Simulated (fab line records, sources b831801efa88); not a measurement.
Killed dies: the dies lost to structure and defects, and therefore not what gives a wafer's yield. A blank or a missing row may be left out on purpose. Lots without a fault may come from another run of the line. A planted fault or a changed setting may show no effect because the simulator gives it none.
Which tool was responsible?    flow sky130    13 lots, 37 wafers sampled, at 1 step of a route of 708

## WHAT THE GAUGES SHOWED, per wafer
SKY_CONTACT_THK_MEAS_01.
lot   measured      on             CONTACT_CVD_00_THK (nm)
L553  day 30 12:55  film-metro-04  73.5 75.1 74.8
L552  day 30 14:13  film-metro-04  74.0 73.2 75.6
L555  day 31 17:38  film-metro-04  73.9 75.2 76.8
L557  day 32 03:52  film-metro-04  75.7 75.2 76.0
L558  day 32 07:20  film-metro-01  74.6 76.0 77.0
L559  day 32 23:20  film-metro-03  75.8 73.0 75.7
L560  day 33 07:30  film-metro-03  73.9 74.8 76.2
L561  day 33 17:18  film-metro-04  73.7 74.7 75.8
L566  day 34 20:24  film-metro-03  77.3
L568  day 35 13:26  film-metro-03  73.2 73.6 74.3
L573  day 37 02:09  film-metro-04  74.5 74.8 75.5
L574  day 37 02:40  film-metro-04  74.3 75.3 75.7
L575  day 37 13:45  film-metro-04  74.1 75.2 75.9

## WHAT TOOL EACH LOT RAN ON (gives the tool, then ch and the chambers of the sampled wafers, and finally the start)
The record holds no process step before these readings.

## WHAT THE TOOLS THEMSELVES READ (means of the sampled wafers that have a number; where no wafer has one, the mark that the record gives instead)
The record holds no such reading with a usual standard deviation.

## THE ANSWER, worked out from the rows above alone
Rule: the usual values come from the lots themselves. Put in order of their means at a reading, lots are off if they are a third of the lots or fewer, leave a main group of 4 or more, and stand apart from it by a gap of 3 or more times the standard deviation of the main group's means; of several such gaps the widest counts. Not used: any main group whose means are identical at the precision the tables above print for the reading. A lot without any number at a reading at which 4 lots or more have one is off too. All remaining lots with rows at the step are treated as sound. Order of review: gauges by route order, followed by the tools' own readings, for which a lot's mean as printed above is used. At the first step where some lot is off, the reading lying furthest off is the one used; lots without a number count as furthest.
No lot is off at any reading shown: from this, nothing can be told.

## WHAT THE SIMULATOR PUT IN
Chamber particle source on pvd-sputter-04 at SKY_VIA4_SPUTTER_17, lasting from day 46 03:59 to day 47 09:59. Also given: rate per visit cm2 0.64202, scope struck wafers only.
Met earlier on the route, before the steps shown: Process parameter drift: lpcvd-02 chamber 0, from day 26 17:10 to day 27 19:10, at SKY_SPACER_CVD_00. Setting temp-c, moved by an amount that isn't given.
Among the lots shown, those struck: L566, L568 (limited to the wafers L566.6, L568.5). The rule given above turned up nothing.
